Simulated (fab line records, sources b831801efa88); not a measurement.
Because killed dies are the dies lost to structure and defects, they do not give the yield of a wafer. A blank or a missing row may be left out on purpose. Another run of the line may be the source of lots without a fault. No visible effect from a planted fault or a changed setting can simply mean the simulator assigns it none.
Problem report, 8D (eight disciplines) form, completed by code    flow sky130    the parts of the form that need people (team, actions taken, sign-off) are left out

1. WHAT WENT WRONG
LI_CONTACT_HDPCVD_THK at SKY_LI_CONTACT_THK_MEAS_01 reads a mean of 310 nm on 2 wafers of 1 lot; wafers without a fault read 925 nm with a standard deviation of 10. That is -61 standard deviations from the usual mean.
First observed at day 33 05:17: wafer L142.1, on filmMetro-04. The record has a number at this step for 33 wafers belonging to 11 lots. Rule for "out" (also "out of limits"): further than 4 standard deviations from the usual mean. The other wafers with a number count as sound.

2. WHAT IT IS, WHAT IT ISN'T
question                     is                     is not
which readings at this step  LI_CONTACT_HDPCVD_THK  -
which lots                   L142                   L129, L130, L131, L132, L133, L134, L146, L150, L151, L152
which wafers of those lots   L142.1, L142.3         L142.2
read on which gauges         filmMetro-04           filmMetro-01, filmMetro-02
when                         from day 33 05:17      up to then (19 sound wafers); but 12 sound wafers of L146, L150, L151, L152 came after

3. THE SUSPECTS, EACH WITH WHAT RULES IT OUT
Counting: any tool at a process step up to the reading remains a suspect provided it ran every lot that is out. Sound lots after the first of them don't rule it out here, since some wafers of a struck lot are sound.
- ruled out: the gauge at SKY_LI_CONTACT_THK_MEAS_01. All the wafers that are out were read on filmMetro-04, but those of them that SKY_LI_CONTACT_CMP_02 has rows for are out there too, on other tools.
- plasmaAsher-02 at SKY_POLY_CUT_STRIP_12 (strips in O2/N2): kept. L142, the lot that is out, went through it at day 29 15:10; up to then, the latest sound lot through it was L131 at day 26 07:37.
- hdpcvd-01 at SKY_LI_CONTACT_HDPCVD_00 (deposits PSG, target thk 930 nm, time 155 s): kept. L142, the lot that is out, went through it at day 33 05:11; up to then, the latest sound lot through it was L133 at day 30 04:17.
- The sound lot-mates ran in chamber 0 of plasmaAsher-02 at SKY_POLY_CUT_STRIP_12, but the wafers that are out ran in chamber 1.
The count leaves hdpcvd-01 at SKY_LI_CONTACT_HDPCVD_00 and plasmaAsher-02 at SKY_POLY_CUT_STRIP_12.

4. THE CAUSE (what the simulator had put in)
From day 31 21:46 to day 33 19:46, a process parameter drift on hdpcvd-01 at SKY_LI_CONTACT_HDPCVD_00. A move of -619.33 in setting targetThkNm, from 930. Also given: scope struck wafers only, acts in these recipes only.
This tool is one of the 2 suspects left after counting.

5. SEQUENCE OF EFFECTS, ordered by route
Rows list readings where the struck wafers' mean (over those with a number) sits beyond 3 standard deviations from the usual. Only readings whose record carries a usual standard deviation are examined. hours: median over the lots of the time between each lot's start at the first step of this table that gives one and its start at this step. sigmas: the change, counted in usual standard deviations.
hours  step                        reading                usual       on struck wafers  change  sigmas
0      SKY_LI_CONTACT_THK_MEAS_01  LI_CONTACT_HDPCVD_THK  925 nm      310               -614    -61
0      SKY_LI_CONTACT_CMP_02       timeToEndpointS        31.2 s      11.0              -20.2   -8.8
28     SKY_LI_CONTACT_ETCH_15      oesProductAu           0.837 a.u.  0.620             -0.217  -45
The process steps in it:
- SKY_LI_CONTACT_CMP_02: polishes PSG.
- SKY_LI_CONTACT_ETCH_15: etches PSG in C4F8/O2/Ar, stops on Si, target depth 600 nm.

6. WHAT WOULD HAVE CAUGHT IT SOONER
In this record the first reading out of limits at a measuring or inspecting step was taken at day 33 05:17, 32 hours after the fault began at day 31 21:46.
All the lots that are out (1) had begun SKY_LI_CONTACT_HDPCVD_00 on hdpcvd-01 by day 33 05:17. A hold on the tool at that time would have spared none of them.
